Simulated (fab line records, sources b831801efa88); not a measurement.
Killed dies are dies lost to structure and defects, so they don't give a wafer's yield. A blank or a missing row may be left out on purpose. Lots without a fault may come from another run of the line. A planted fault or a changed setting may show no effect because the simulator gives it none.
fab line records | flow gf180mcu
record lots=5 wafers=15 last_day=34
route steps=602 shown PSD@251 NSD@262 SAB@264 SALICIDE@278 CONTACT@287
lots that met no fault: from a run of the same line without faults
start_h: hours from the record's first day to the start of the lot's first wafer shown | wait_h: hours since the lot's step before | " the same as in the row above | L1.1+2: a row that stands for several wafers | - no value, or no start given | * or withheld: withheld | < > ~ a bound
route shown NAME@n: a module of which the file shows steps, and the number in the route of the first | usual: mean/standard deviation of fault-free wafers | same: alike in all rows | chamber/n: place in a boat | sites: the reading at each site | _std_site: their standard deviation | _edge_site: outer sites' mean less inner sites' | radius_mm: how far each site lies from the wafer's centre | mask NAME#n: copy n | behind: the tool/chamber that last shaped the wafer | hold: why the lot was held/for how many hours/how that ended | device: the transistor (n, p or np) that didn't switch | end of line: the same wafers' tests at the end of the route | a step without rows: its recipe alone | killed: dies lost to structure and defects at the first sort, not the wafer's yield | map: a wafer's dies, x killed, . not, _ none there
set.NAME: the setting as run; set.NAME@STEP: as run at that earlier step | model.NAME: the simulator's own value behind a step, which no gauge read
lots at some steps of the route; a table a step, a row a wafer
services: from which hour (start_h, from the record's first day; less than 0 if before it) a tool's chamber was out of use, for how many hours, and why
## steps
# step GF_PSD_SOFTBAKE_03
# recipe temp_c=90 time_s=60 resist=NOVOLAK
# columns lot.wafer tool chamber start_h wait_h
L077.3+4+6 litho_track-04 0 318.04 0.1
L078.2+4+6 litho_track-02 0 327.36 0.1
L082.3+4+5 litho_track-02 0 348.93 0.1
L085.2+3+5 litho_track-01 0 374.56 0.1
L097.1+2+5 litho_track-02 0 484.83 0.1
# step GF_PSD_EXPOSE_04
# recipe mask_id=Pplus target_cd_nm=400 na=0.6 source_shape=conventional sigma_outer=0.6 dose_mj=140
# usual stage_vel_mm_s=500.01/0.26
# columns lot.wafer tool chamber start_h wait_h mask stage_vel_mm_s
L077.3 iline_stepper-02 0 - - Pplus#0 499.91
L077.4 " 0 " " Pplus#0 500.07
L077.6 " 0 " " Pplus#0 500.26
L078.2 iline_stepper-01 0 - - Pplus#0 500.00
L078.4 " 0 " " Pplus#0 499.76
L078.6 " 0 " " Pplus#0 499.58
L082.3 iline_stepper-01 0 - - Pplus#0 500.34
L082.4 " 0 " " Pplus#0 500.08
L082.5 " 0 " " Pplus#0 500.26
L085.2 iline_stepper-02 0 - - Pplus#0 500.34
L085.3 " 0 " " Pplus#0 500.13
L085.5 " 0 " " Pplus#0 500.31
L097.1 iline_stepper-01 0 - - Pplus#0 500.29
L097.2 " 0 " " Pplus#0 500.16
L097.5 " 0 " " Pplus#0 500.42
# step GF_PSD_PEB_05
# recipe temp_c=withheld time_s=* resist=NOVOLAK
# columns lot.wafer tool chamber start_h wait_h
L077.3+4+6 litho_track-04 0 - -
L078.2+4+6 litho_track-02 0 - -
L082.3+4+5 litho_track-01 0 - -
L085.2+3+5 litho_track-02 0 - -
L097.1+2+5 litho_track-01 0 - -
# step GF_PSD_DEVELOP_06
# recipe develop_time_s=60 dev_temp_c=23
# columns lot.wafer tool chamber start_h wait_h
L077.3+4+6 litho_track-04 0 328.14 0.1
L078.2+4+6 litho_track-02 0 336.96 0.1
L082.3+4+5 litho_track-01 0 359.04 0.1
L085.2+3+5 litho_track-02 0 385.35 0.1
L097.1+2+5 litho_track-01 0 495.98 0.1
# step GF_PSD_CD_MEAS_07
# recipe target_cd_nm=400
# usual cd_nm=399.5/1.9
# columns lot.wafer tool chamber start_h wait_h cd_nm
L077.3 cd_sem-01 - 328.28 0.1 404.1
L077.4 " - " " 403.7
L077.6 " - " " 403.1
L078.2 cd_sem-01 - 337.10 0.1 399.7
L078.4 " - " " 398.3
L078.6 " - " " 401.5
L082.3 cd_sem-01 - 359.18 0.1 397.4
L082.4 " - " " 399.2
L082.5 " - " " 399.0
L085.2 cd_sem-02 - 385.50 0.1 397.1
L085.3 " - " " 396.8
L085.5 " - " " 397.9
L097.1 cd_sem-02 - 496.13 0.1 397.4
L097.2 " - " " 398.3
L097.5 " - " " 398.3
# step GF_PSD_OVL_MEAS_08
# usual PSD_OVL=1.0/1.6
# columns lot.wafer tool chamber start_h wait_h PSD_OVL[nm]
L077.3 overlay-01 - 328.37 0.1 0.0
L077.4 " - " " 1.8
L077.6 " - " " 0.4
L078.2 overlay-02 - 337.21 0.1 -0.2
L078.4 " - " " -1.9
L078.6 " - " " -1.2
L082.3 overlay-01 - 359.27 0.1 1.5
L082.4 " - " " 0.0
L082.5 " - " " -1.8
L085.2 overlay-01 - 385.61 0.1 -0.8
L085.3 " - " " 0.5
L085.5 " - " " 1.0
L097.1 overlay-02 - 496.25 0.1 -0.6
L097.2 " - " " -0.1
L097.5 " - " " 0.7
# step GF_PSD_IMPLANT_09
# recipe species=BF2 energy_kev=40 dose_cm2=1.5e+15 tilt_deg=7
# usual beam_energy_keV=40.000/0.012 faraday_current_uA=8259/160 tilt_deg=6.999/0.022
# columns lot.wafer tool chamber start_h wait_h beam_energy_keV faraday_current_uA tilt_deg
L077.3 implanter-02 0 328.45 0.1 39.996 8031 6.993
L077.4 " 0 " " 39.995 8058 6.983
L077.6 " 0 " " 40.011 8367 6.976
L078.2 implanter-01 0 337.26 0.0 39.992 8365 7.025
L078.4 " 0 " " 40.011 8071 7.031
L078.6 " 0 " " 39.993 8553 6.986
L082.3 implanter-02 0 359.34 0.1 40.007 8539 7.022
L082.4 " 0 " " 40.006 8402 7.029
L082.5 " 0 " " 40.008 8008 7.030
L085.2 implanter-02 0 385.66 0.0 40.003 8138 6.970
L085.3 " 0 " " 40.008 8379 6.948
L085.5 " 0 " " 39.993 8405 6.952
L097.1 implanter-01 0 496.29 0.0 39.998 8321 7.000
L097.2 " 0 " " 40.008 8276 7.013
L097.5 " 0 " " 39.993 8058 7.024
# step GF_PSD_STRIP_10
# recipe chemistry=O2/N2 power_w=1400 pressure_mtorr=1500 platen_temp_c=250 o2_flow_sccm=3000 n2_flow_sccm=300 overash_fraction=0.5
# usual drypump_motor_current_A=5.8/0.49 heater_power_w=341/40 oes_product_au=0.592/0.0042 platen_temp_c=249.98/0.16 strip_time_to_endpoint_s=16.54/0.03
# columns lot.wafer tool chamber start_h wait_h drypump_motor_current_A heater_power_w oes_product_au platen_temp_c rf_hours_counter_h strip_time_to_endpoint_s
L077.3 plasma_asher-03 0 328.58 0.1 6.1 343 0.597 249.78 - 16.55
L077.4 " 1 " " 6.0 347 0.592 249.93 - 16.54
L077.6 " 1 " " 6.0 352 0.592 249.91 - 16.57
L078.2 plasma_asher-03 0 337.39 0.1 6.1 346 0.591 249.85 67 16.55
L078.4 " 0 " " 6.1 338 0.589 249.79 - 16.57
L078.6 " 0 " " 6.1 350 0.595 250.09 - 16.57
L082.3 plasma_asher-01 1 359.47 0.1 4.9 291 0.593 250.12 - 16.53
L082.4 " 0 " " 5.2 315 0.591 250.05 - 16.53
L082.5 " 1 " " 5.0 295 0.598 250.26 - 16.57
L085.2 plasma_asher-01 1 385.79 0.1 5.0 298 0.582 249.94 61 16.53
L085.3 " 1 " " 5.0 295 0.593 249.81 - 16.55
L085.5 " 1 " " 5.0 283 0.592 249.89 - 16.53
L097.1 plasma_asher-02 0 496.44 0.1 6.2 424 0.591 249.66 34 16.58
L097.2 " 1 " " 6.0 335 0.590 250.04 34 16.56
L097.5 " 1 " " 6.0 327 0.593 249.85 - 16.55
# step GF_PSD_TW_MEAS_11
# usual PSD_TW=3177/18
# columns lot.wafer tool chamber start_h wait_h PSD_TW
L077.3 film_metro-04 - 328.67 0.1 3177
L077.4 " - " " 3176
L077.6 " - " " 3178
L078.2 film_metro-01 - 337.50 0.1 3178
L078.4 " - " " 3149
L078.6 " - " " 3155
L082.3 film_metro-01 - 359.56 0.1 3167
L082.4 " - " " 3174
L082.5 " - " " 3170
L085.2 film_metro-04 - 385.90 0.1 3182
L085.3 " - " " 3159
L085.5 " - " " 3154
L097.1 film_metro-03 - 496.54 0.1 3197
L097.2 " - " " 3191
L097.5 " - " " 3194
# step GF_PSD_CLEAN_12
# recipe chemistry=SC1/SC2 mix=1:4:20 temp_c=70 time_s=150 dry=n2_spin
# columns lot.wafer tool chamber start_h wait_h
L077.3+4+6 wet_bench-04 0 328.71 0.0
L078.2+4+6 wet_bench-04 3 337.55 0.0
L082.3+4+5 wet_bench-02 1 359.60 0.0
L085.2+3+5 wet_bench-03 2 385.95 0.0
L097.1+2+5 wet_bench-04 0 496.60 0.1
# step GF_PSD_RTA_13
# recipe temp_c=1025 time_s=20 ambient=N2
# usual anneal_temp_c_max=1029.9/2.2 lamp_power_pct=35.1/0.53 wafer_temp_C_max=1028.6/0.72
# columns lot.wafer tool chamber start_h wait_h anneal_temp_c_max lamp_power_pct wafer_temp_C_max
L077.3 rtp_anneal-02 0 328.78 0.0 1028.8 34.6 1030.0
L077.4 " 0 " " 1027.8 34.5 1027.8
L077.6 " 0 " " 1027.9 34.6 1028.8
L078.2 rtp_anneal-01 0 337.61 0.0 1030.0 35.7 1028.6
L078.4 " 0 " " 1033.3 35.6 1028.0
L078.6 " 0 " " 1031.6 35.6 1028.8
L082.3 rtp_anneal-02 0 359.68 0.0 1026.7 34.5 1028.6
L082.4 " 0 " " 1027.1 34.6 1027.7
L082.5 " 0 " " 1027.9 34.6 1028.0
L085.2 rtp_anneal-02 0 386.01 0.0 1027.5 34.6 1028.5
L085.3 " 0 " " 1028.1 34.6 1028.4
L085.5 " 0 " " 1028.3 34.5 1028.4
L097.1 rtp_anneal-01 0 496.65 0.0 1036.0 35.6 1029.7
L097.2 " 0 " " 1031.5 35.6 1029.1
L097.5 " 0 " " 1030.9 35.6 1030.2
# step GF_PSD_RS_MEAS_14
# recipe thk_meas_gauge=four-point-probe
# usual NSD_RS=46.17/0.097
# columns lot.wafer tool chamber start_h wait_h NSD_RS[ohm/sq]
L077.3 film_metro-01 - 328.88 0.1 46.03
L077.4 " - " " 46.08
L077.6 " - " " 46.08
L078.2 film_metro-03 - 337.70 0.1 46.13
L078.4 " - " " 46.23
L078.6 " - " " 46.17
L082.3 film_metro-03 - 359.77 0.1 46.17
L082.4 " - " " 46.23
L082.5 " - " " 46.30
L085.2 film_metro-01 - 386.10 0.1 46.06
L085.3 " - " " 46.07
L085.5 " - " " 46.19
L097.1 film_metro-04 - 496.73 0.1 46.20
L097.2 " - " " 46.19
L097.5 " - " " 46.26
# step GF_PSD_RS_MEAS_15
# recipe thk_meas_gauge=four-point-probe
# usual PSD_RS=108.66/0.29
# columns lot.wafer tool chamber start_h wait_h PSD_RS[ohm/sq]
L077.3 film_metro-01 - 329.00 0.1 107.96
L077.4 " - " " 107.98
L077.6 " - " " 108.29
L078.2 film_metro-03 - 337.82 0.1 108.05
L078.4 " - " " 108.50
L078.6 " - " " 108.62
L082.3 film_metro-03 - 359.89 0.1 108.65
L082.4 " - " " 108.62
L082.5 " - " " 108.86
L085.2 film_metro-01 - 386.22 0.1 108.69
L085.3 " - " " 108.50
L085.5 " - " " 108.48
L097.1 film_metro-04 - 496.85 0.1 108.91
L097.2 " - " " 108.80
L097.5 " - " " 108.71
# step GF_SAB_CVD_00
# recipe material=SiO2 target_thk_nm=50 precursor=TEOS temp_c=400 time_s=4.9302 rf_w=600
# usual heater_power_w=676/110
# columns lot.wafer tool chamber start_h wait_h heater_power_w since_wet_clean_h
L077.3 pecvd-03 2 329.08 0.1 753 793
L077.4 " 2 " " 742 -
L077.6 " 0 " " 636 -
L078.2 pecvd-03 2 337.92 0.1 851 802
L078.4 " 2 " " 855 -
L078.6 " 1 " " 492 -
L082.3 pecvd-03 1 359.97 0.1 475 824
L082.4 " 1 " " 493 -
L082.5 " 0 " " 620 -
L085.2 pecvd-02 0 386.32 0.1 703 628
L085.3 " 1 " " 811 628
L085.5 " 0 " " 694 -
L097.1 pecvd-03 1 496.97 0.1 555 114
L097.2 " 0 " " 627 114
L097.5 " 2 " " 855 -
# step GF_SAB_THK_MEAS_01
# recipe reads=SiO2_of_SAB_CVD_00
# usual SAB_CVD_00_THK=50.1/0.81
# columns lot.wafer tool chamber start_h wait_h SAB_CVD_00_THK[nm]
L077.3 film_metro-04 - 329.12 0.0 49.7
L077.4 " - " " 50.5
L077.6 " - " " 49.0
L078.2 film_metro-04 - 337.95 0.0 49.7
L078.4 " - " " 50.8
L078.6 " - " " 50.9
L082.3 film_metro-04 - 360.01 0.0 49.6
L082.4 " - " " 50.2
L082.5 " - " " 49.0
L085.2 film_metro-02 - 386.35 0.0 49.0
L085.3 " - " " 49.1
L085.5 " - " " 49.1
L097.1 film_metro-01 - 496.99 0.0 51.0
L097.2 " - " " 50.6
L097.5 " - " " 50.3
# step GF_SAB_DEHYDRATE_02
# recipe temp_c=200 time_s=60
# columns lot.wafer tool chamber start_h wait_h
L077.3+4+6 litho_track-02 0 338.83 9.7
L078.2+4+6 litho_track-03 0 348.76 10.8
L082.3+4+5 litho_track-03 0 372.08 12.1
L085.2+3+5 litho_track-03 0 398.91 12.5
L097.1+2+5 litho_track-03 0 507.58 10.6
# step GF_SAB_HMDS_03
# recipe prime_time_s=60 prime_temp_c=120
# columns lot.wafer tool chamber start_h wait_h
L077.3+4+6 litho_track-02 0 338.98 0.1
L078.2+4+6 litho_track-03 0 348.91 0.1
L082.3+4+5 litho_track-03 0 372.23 0.1
L085.2+3+5 litho_track-03 0 399.06 0.1
L097.1+2+5 litho_track-03 0 507.73 0.1
# step GF_SAB_COAT_04
# recipe resist=NOVOLAK spin_rpm=3000 resist_thk_nm=1000
# columns lot.wafer tool chamber start_h wait_h
L077.3+4+6 litho_track-02 0 339.13 0.1
L078.2+4+6 litho_track-03 0 349.06 0.1
L082.3+4+5 litho_track-03 0 372.38 0.1
L085.2+3+5 litho_track-03 0 399.21 0.1
L097.1+2+5 litho_track-03 0 507.88 0.1
# step GF_SAB_SOFTBAKE_05
# recipe temp_c=90 time_s=60 resist=NOVOLAK
# columns lot.wafer tool chamber start_h wait_h
L077.3+4+6 litho_track-02 0 339.28 0.1
L078.2+4+6 litho_track-03 0 349.21 0.1
L082.3+4+5 litho_track-03 0 372.53 0.1
L085.2+3+5 litho_track-03 0 399.36 0.1
L097.1+2+5 litho_track-03 0 508.03 0.1
# step GF_SAB_EXPOSE_06
# recipe mask_id=SAB target_cd_nm=420 na=0.6 source_shape=conventional sigma_outer=0.6 dose_mj=140
# usual stage_vel_mm_s=500.00/0.28
# columns lot.wafer tool chamber start_h wait_h mask stage_vel_mm_s
L077.3 iline_stepper-01 0 - - SAB#0 500.42
L077.4 " 0 " " SAB#0 500.11
L077.6 " 0 " " SAB#0 499.92
L078.2 iline_stepper-01 0 - - SAB#0 500.55
L078.4 " 0 " " SAB#0 500.59
L078.6 " 0 " " SAB#0 500.48
L082.3 iline_stepper-02 0 - - SAB#0 499.95
L082.4 " 0 " " SAB#0 500.00
L082.5 " 0 " " SAB#0 499.86
L085.2 iline_stepper-01 0 - - SAB#0 499.82
L085.3 " 0 " " SAB#0 499.87
L085.5 " 0 " " SAB#0 499.86
L097.1 iline_stepper-02 0 - - SAB#0 499.88
L097.2 " 0 " " SAB#0 500.21
L097.5 " 0 " " SAB#0 499.84
# step GF_SAB_PEB_07
# recipe temp_c=withheld time_s=* resist=NOVOLAK
# columns lot.wafer tool chamber start_h wait_h
L077.3+4+6 litho_track-02 0 - -
L078.2+4+6 litho_track-02 0 - -
L082.3+4+5 litho_track-04 0 - -
L085.2+3+5 litho_track-02 0 - -
L097.1+2+5 litho_track-02 0 - -
# step GF_SAB_DEVELOP_08
# recipe develop_time_s=60 dev_temp_c=23
# columns lot.wafer tool chamber start_h wait_h
L077.3+4+6 litho_track-02 0 350.48 0.1
L078.2+4+6 litho_track-02 0 359.46 0.1
L082.3+4+5 litho_track-04 0 383.59 0.1
L085.2+3+5 litho_track-02 0 411.35 0.1
L097.1+2+5 litho_track-02 0 519.08 0.1
# step GF_SAB_CD_MEAS_09
# recipe target_cd_nm=420
# usual cd_nm=421.0/1.6
# columns lot.wafer tool chamber start_h wait_h cd_nm
L077.3 cd_sem-01 - 350.62 0.1 421.5
L077.4 " - " " 422.4
L077.6 " - " " 418.8
L078.2 cd_sem-02 - 359.60 0.1 421.2
L078.4 " - " " 421.7
L078.6 " - " " 420.7
L082.3 cd_sem-02 - 383.73 0.1 423.5
L082.4 " - " " 421.0
L082.5 " - " " 420.5
L085.2 cd_sem-01 - 411.50 0.1 423.2
L085.3 " - " " 422.6
L085.5 " - " " 423.9
L097.1 cd_sem-01 - 519.23 0.1 423.8
L097.2 " - " " 421.2
L097.5 " - " " 420.4
# step GF_SAB_OVL_MEAS_10
# usual SAB_OVL=0.4/1.2
# columns lot.wafer tool chamber start_h wait_h SAB_OVL[nm]
L077.3 overlay-01 - 350.71 0.1 0.4
L077.4 " - " " 1.6
L077.6 " - " " -0.5
L078.2 overlay-01 - 359.71 0.1 0.7
L078.4 " - " " 0.3
L078.6 " - " " 0.5
L082.3 overlay-02 - 383.82 0.1 -0.6
L082.4 " - " " -0.1
L082.5 " - " " 0.8
L085.2 overlay-02 - 411.61 0.1 -0.1
L085.3 " - " " 1.5
L085.5 " - " " 0.5
L097.1 overlay-02 - 519.35 0.1 1.9
L097.2 " - " " 0.6
L097.5 " - " " 0.4
# step GF_SAB_ETCH_11
# recipe chemistry=C4F8/O2/Ar mask_material=NOVOLAK target=SiO2 target_depth_nm=55 source_w=1500 bias_w=1200 pressure_mtorr=40 c4f8_flow_sccm=withheld O2_flow_sccm=6 Ar_flow_sccm=300 time_s=8.5
# usual oes_product_au=1.002/0.012
# columns lot.wafer tool chamber start_h wait_h oes_product_au rf_hours_counter_h
L077.3 rie_diel-03 2 350.74 0.0 0.987 12
L077.4 " 3 " " 1.008 2
L077.6 " 2 " " 0.978 -
L078.2 rie_diel-02 3 359.74 0.0 1.021 11
L078.4 " 1 " " 1.018 -
L078.6 " 3 " " 1.011 -
L082.3 rie_diel-02 1 383.84 0.0 1.020 23
L082.4 " 0 " " 1.011 89
L082.5 " 2 " " 0.987 -
L085.2 rie_diel-04 1 411.64 0.0 0.989 39
L085.3 " 2 " " 0.990 104
L085.5 " 1 " " 0.978 -
L097.1 rie_diel-02 3 519.38 0.0 1.008 16
L097.2 " 0 " " 0.992 0
L097.5 " 0 " " 0.995 -
# step GF_SAB_WET_ETCH_12
# recipe chemistry=dHF target_depth_nm=22 dry=n2_spin target=SiO2 temp_c=25 dilution=100:1 time_s=440
# columns lot.wafer tool chamber start_h wait_h
L077.3+4+6 wet_bench-01 2 350.76 0.0
L078.2+4+6 wet_bench-03 0 359.76 0.0
L082.3+4+5 wet_bench-01 3 383.87 0.0
L085.2+3+5 wet_bench-01 0 411.66 0.0
L097.1+2+5 wet_bench-01 1 519.40 0.0
# step GF_SAB_STRIP_13
# recipe chemistry=O2/N2 power_w=1400 pressure_mtorr=1500 platen_temp_c=250 o2_flow_sccm=3000 n2_flow_sccm=300 overash_fraction=0.5
# usual heater_power_w=321/19 oes_product_au=0.709/0.0044 platen_temp_c=250.03/0.18 strip_time_to_endpoint_s=12.64/0.035
# same drypump_motor_current_A=6.0
# columns lot.wafer tool chamber start_h wait_h heater_power_w oes_product_au platen_temp_c rf_hours_counter_h strip_time_to_endpoint_s
L077.3 plasma_asher-04 0 350.92 0.0 328 0.712 249.90 - 12.70
L077.4 " 1 " " 336 0.709 249.87 - 12.70
L077.6 " 0 " " 331 0.704 249.85 - 12.68
L078.2 plasma_asher-04 1 359.90 0.0 336 0.712 250.21 77 12.61
L078.4 " 0 " " 327 0.711 250.13 - 12.65
L078.6 " 0 " " 326 0.720 249.98 - 12.65
L082.3 plasma_asher-04 1 384.03 0.0 334 0.714 249.60 - 12.71
L082.4 " 0 " " 315 0.704 250.07 - 12.68
L082.5 " 1 " " 325 0.709 249.93 - 12.68
L085.2 plasma_asher-04 1 411.97 0.0 323 0.715 250.04 83 12.68
L085.3 " 0 " " 324 0.715 250.00 - 12.67
L085.5 " 0 " " 326 0.710 250.13 - 12.67
L097.1 plasma_asher-04 0 519.54 0.0 320 0.701 250.15 10 12.64
L097.2 " 1 " " 324 0.719 250.15 10 12.68
L097.5 " 0 " " 316 0.710 250.34 - 12.67
# step GF_SALICIDE_CLEAN_00
# recipe chemistry=SC1/SC2 mix=1:4:20 temp_c=70 time_s=150
# columns lot.wafer tool chamber start_h wait_h
L077.3+4+6 wet_bench-01 2 350.99 0.0
L078.2+4+6 wet_bench-01 3 360.00 0.1
L082.3+4+5 wet_bench-02 3 384.10 0.0
L085.2+3+5 wet_bench-01 2 412.07 0.1
L097.1+2+5 wet_bench-02 2 519.64 0.1
# step GF_SALICIDE_WET_ETCH_01
# recipe chemistry=dHF target_depth_nm=5 dry=ipa_marangoni target=SiO2 temp_c=25 dilution=100:1 time_s=100
# columns lot.wafer tool chamber start_h wait_h
L077.3+4+6 wet_bench-01 2 351.04 0.0
L078.2+4+6 wet_bench-02 0 360.05 0.0
L082.3+4+5 wet_bench-02 2 384.22 0.0
L085.2+3+5 wet_bench-02 1 412.19 0.0
L097.1+2+5 wet_bench-01 1 519.69 0.0
# step GF_SALICIDE_SPUTTER_02
# recipe material=Co target_thk_nm=10 power_w=1000 time_s=20 chamber_pressure_pa=0.4
# usual throttle_valve_pct=30.4/1.2
# columns lot.wafer tool chamber start_h wait_h throttle_valve_pct
L077.3 pvd_sputter-04 - 351.07 0.0 32.2
L077.4 " - " " 31.2
L077.6 " - " " 31.1
L078.2 pvd_sputter-02 - 360.09 0.0 29.2
L078.4 " - " " 30.3
L078.6 " - " " 30.6
L082.3 pvd_sputter-02 - 384.30 0.0 29.5
L082.4 " - " " 29.8
L082.5 " - " " 29.2
L085.2 pvd_sputter-03 - 412.23 0.0 30.6
L085.3 " - " " 32.4
L085.5 " - " " 28.6
L097.1 pvd_sputter-03 - 519.72 0.0 30.6
L097.2 " - " " 28.5
L097.5 " - " " 32.1
# step GF_SALICIDE_SPUTTER_03
# recipe material=TiN target_thk_nm=20 power_w=6500 time_s=16.7 chamber_pressure_pa=0.4
# usual throttle_valve_pct=30.4/1.2
# columns lot.wafer tool chamber start_h wait_h throttle_valve_pct
L077.3 pvd_sputter-04 - 351.10 0.0 32.4
L077.4 " - " " 30.8
L077.6 " - " " 30.9
L078.2 pvd_sputter-02 - 360.11 0.0 28.8
L078.4 " - " " 30.0
L078.6 " - " " 30.6
L082.3 pvd_sputter-02 - 384.33 0.0 29.6
L082.4 " - " " 29.9
L082.5 " - " " 29.1
L085.2 pvd_sputter-03 - 412.25 0.0 30.8
L085.3 " - " " 32.0
L085.5 " - " " 28.8
L097.1 pvd_sputter-03 - 519.75 0.0 30.7
L097.2 " - " " 28.4
L097.5 " - " " 32.3
# step GF_SALICIDE_RS_MEAS_04
# recipe thk_meas_gauge=four-point-probe reads=TiN_of_SALICIDE_SPUTTER_03+Co_of_SALICIDE_SPUTTER_02
# usual SALICIDE_TIN_RS=16.3/0.37
# columns lot.wafer tool chamber start_h wait_h SALICIDE_TIN_RS[ohm/sq]
L077.3 film_metro-02 - 351.17 0.1 16.6
L077.4 " - " " 16.0
L077.6 " - " " 16.6
L078.2 film_metro-04 - 360.16 0.0 16.7
L078.4 " - " " 16.4
L078.6 " - " " 16.8
L082.3 film_metro-02 - 384.40 0.1 16.9
L082.4 " - " " 16.9
L082.5 " - " " 16.9
L085.2 film_metro-03 - 412.30 0.0 15.9
L085.3 " - " " 15.9
L085.5 " - " " 16.0
L097.1 film_metro-03 - 519.78 0.0 16.2
L097.2 " - " " 16.1
L097.5 " - " " 16.3
# step GF_SALICIDE_THK_MEAS_05
# recipe thk_meas_gauge=xrf reads=TiN_of_SALICIDE_SPUTTER_03
# usual SALICIDE_TIN_THK=19.9/0.33
# columns lot.wafer tool chamber start_h wait_h SALICIDE_TIN_THK[nm]
L077.3 film_metro-02 - 351.27 0.1 19.7
L077.4 " - " " 20.1
L077.6 " - " " 19.7
L078.2 film_metro-04 - 360.27 0.1 19.5
L078.4 " - " " 19.6
L078.6 " - " " 20.2
L082.3 film_metro-02 - 384.50 0.1 20.2
L082.4 " - " " 19.6
L082.5 " - " " 19.6
L085.2 film_metro-03 - 412.41 0.1 20.0
L085.3 " - " " 20.0
L085.5 " - " " 20.2
L097.1 film_metro-03 - 519.90 0.1 19.5
L097.2 " - " " 19.9
L097.5 " - " " 19.3
# step GF_SALICIDE_RTA_06
# recipe temp_c=530 time_s=30 ambient=N2
# usual anneal_temp_c_max=532.6/1.1 lamp_power_pct=6.37/0.097 wafer_temp_C_max=531.9/0.44
# columns lot.wafer tool chamber start_h wait_h anneal_temp_c_max lamp_power_pct wafer_temp_C_max
L077.3 rtp_anneal-02 0 351.34 0.1 531.2 6.28 531.9
L077.4 " 0 " " 532.2 6.27 532.4
L077.6 " 0 " " 531.4 6.28 532.3
L078.2 rtp_anneal-01 0 360.35 0.1 533.2 6.46 532.6
L078.4 " 0 " " 534.1 6.47 531.7
L078.6 " 0 " " 533.3 6.46 532.8
L082.3 rtp_anneal-02 0 384.57 0.1 531.5 6.27 532.1
L082.4 " 0 " " 531.2 6.27 532.1
L082.5 " 0 " " 532.0 6.27 531.6
L085.2 rtp_anneal-01 0 412.48 0.1 534.9 6.46 532.2
L085.3 " 0 " " 533.0 6.47 531.4
L085.5 " 0 " " 533.5 6.47 532.0
L097.1 rtp_anneal-01 0 519.96 0.1 533.2 6.46 532.5
L097.2 " 0 " " 534.3 6.47 531.8
L097.5 " 0 " " 533.3 6.46 532.7
# step GF_SALICIDE_WET_ETCH_07
# recipe chemistry=SPM target_depth_nm=120 dry=n2_spin
# columns lot.wafer tool chamber start_h wait_h
L077.3+4+6 wet_bench-02 3 351.41 0.1
L078.2+4+6 wet_bench-03 2 360.52 0.1
L082.3+4+5 wet_bench-03 3 384.64 0.1
L085.2+3+5 wet_bench-03 2 412.56 0.1
L097.1+2+5 wet_bench-03 3 520.06 0.1
# step GF_SALICIDE_RTA_08
# recipe temp_c=800 time_s=30 ambient=N2
# usual anneal_temp_c_max=803.8/1.7 lamp_power_pct=17.69/0.27 wafer_temp_C_max=802.9/0.59
# columns lot.wafer tool chamber start_h wait_h anneal_temp_c_max lamp_power_pct wafer_temp_C_max
L077.3 rtp_anneal-01 0 351.54 0.0 807.7 17.96 804.8
L077.4 " 0 " " 805.0 17.94 802.9
L077.6 " 0 " " 805.8 17.94 803.3
L078.2 rtp_anneal-02 0 360.64 0.0 802.2 17.40 802.0
L078.4 " 0 " " 802.0 17.42 802.7
L078.6 " 0 " " 802.7 17.41 803.0
L082.3 rtp_anneal-01 0 384.77 0.0 805.2 17.97 802.6
L082.4 " 0 " " 805.0 17.95 802.4
L082.5 " 0 " " 806.0 17.93 802.5
L085.2 rtp_anneal-02 0 412.68 0.0 802.1 17.41 802.7
L085.3 " 0 " " 802.3 17.41 802.7
L085.5 " 0 " " 802.6 17.43 803.0
L097.1 rtp_anneal-02 0 520.15 0.0 802.0 17.44 802.2
L097.2 " 0 " " 801.6 17.40 802.2
L097.5 " 0 " " 801.7 17.43 803.0
# step GF_CONTACT_CVD_00
# recipe material=SiO2 target_thk_nm=300 sigma_open_frac=0.3 temp_c=400 time_s=50 sih4_flow_sccm=60 pressure_mtorr=6
# columns lot.wafer tool chamber start_h wait_h
L077.3+4+6 hdpcvd-02 1,2,1 351.61 0.1
L078.2+4+6 hdpcvd-02 1,1,2 360.72 0.1
L082.3+4+5 hdpcvd-01 1,1,0 384.88 0.1
L085.2+3+5 hdpcvd-01 1,0,0 412.76 0.1
L097.1+2+5 hdpcvd-02 2,0,0 520.25 0.1
# step GF_CONTACT_THK_MEAS_01
# recipe reads=SiO2_of_CONTACT_CVD_00
# usual CONTACT_CVD_00_THK=303/4.5
# columns lot.wafer tool chamber start_h wait_h CONTACT_CVD_00_THK[nm]
L077.3 film_metro-01 - 351.67 0.0 307
L077.4 " - " " 295
L077.6 " - " " 308
L078.2 film_metro-03 - 360.77 0.0 306
L078.4 " - " " 307
L078.6 " - " " 296
L082.3 film_metro-03 - 384.95 0.0 307
L082.4 " - " " 302
L082.5 " - " " 300
L085.2 film_metro-01 - 412.81 0.0 310
L085.3 " - " " 302
L085.5 " - " " 303
L097.1 film_metro-01 - 520.29 0.0 298
L097.2 " - " " 304
L097.5 " - " " 302
# step GF_CONTACT_CVD_02
# recipe material=SiO2 target_thk_nm=860 precursor=TEOS temp_c=400 time_s=95.992 rf_w=600
# usual heater_power_w=648/110
# columns lot.wafer tool chamber start_h wait_h heater_power_w since_wet_clean_h
L077.3 pecvd-04 2 351.71 0.0 692 177
L077.4 " 0 " " 452 -
L077.6 " 2 " " 755 -
L078.2 pecvd-01 1 360.82 0.0 715 394
L078.4 " 0 " " 510 -
L078.6 " 2 " " 637 -
L082.3 pecvd-04 0 384.99 0.0 560 210
L082.4 " 1 " " 522 -
L082.5 " 2 " " 718 -
L085.2 pecvd-04 1 412.86 0.0 627 238
L085.3 " 2 " " 732 238
L085.5 " 1 " " 641 -
L097.1 pecvd-04 2 520.35 0.1 711 346
L097.2 " 0 " " 546 346
L097.5 " 1 " " 517 -
## services
# columns tool chamber start_h hours kind
wet_bench-04 - 303.72 2.9 repair
implanter-02 - 312.00 0.6 repair
hdpcvd-02 2 322.24 6.0 repair
wet_bench-01 - 332.95 3.5 repair
pvd_sputter-02 - 338.11 1.7 repair
hdpcvd-02 - 344.81 2.8 pm
pecvd-04 2 346.30 4.4 repair
rie_diel-02 0 356.94 3.1 repair
pvd_sputter-02 - 367.13 2.7 repair
pecvd-03 - 368.88 14.0 pm
iline_stepper-01 - 373.52 3.2 repair
hdpcvd-02 - 375.02 14.6 pm
pvd_sputter-02 - 411.52 1.2 repair
plasma_asher-04 - 421.25 9.0 pm
hdpcvd-02 - 435.76 0.6 repair
hdpcvd-02 2 435.93 19.8 repair
iline_stepper-01 - 443.24 4.4 pm
rie_diel-02 - 444.34 1.8 repair
iline_stepper-02 - 452.70 1.7 pm
iline_stepper-02 - 471.37 2.1 pm
iline_stepper-01 - 478.39 1.7 pm
pecvd-04 - 488.09 6.0 pm
pecvd-04 0 497.18 8.2 repair
pvd_sputter-02 - 509.91 2.2 repair
## key
fault none
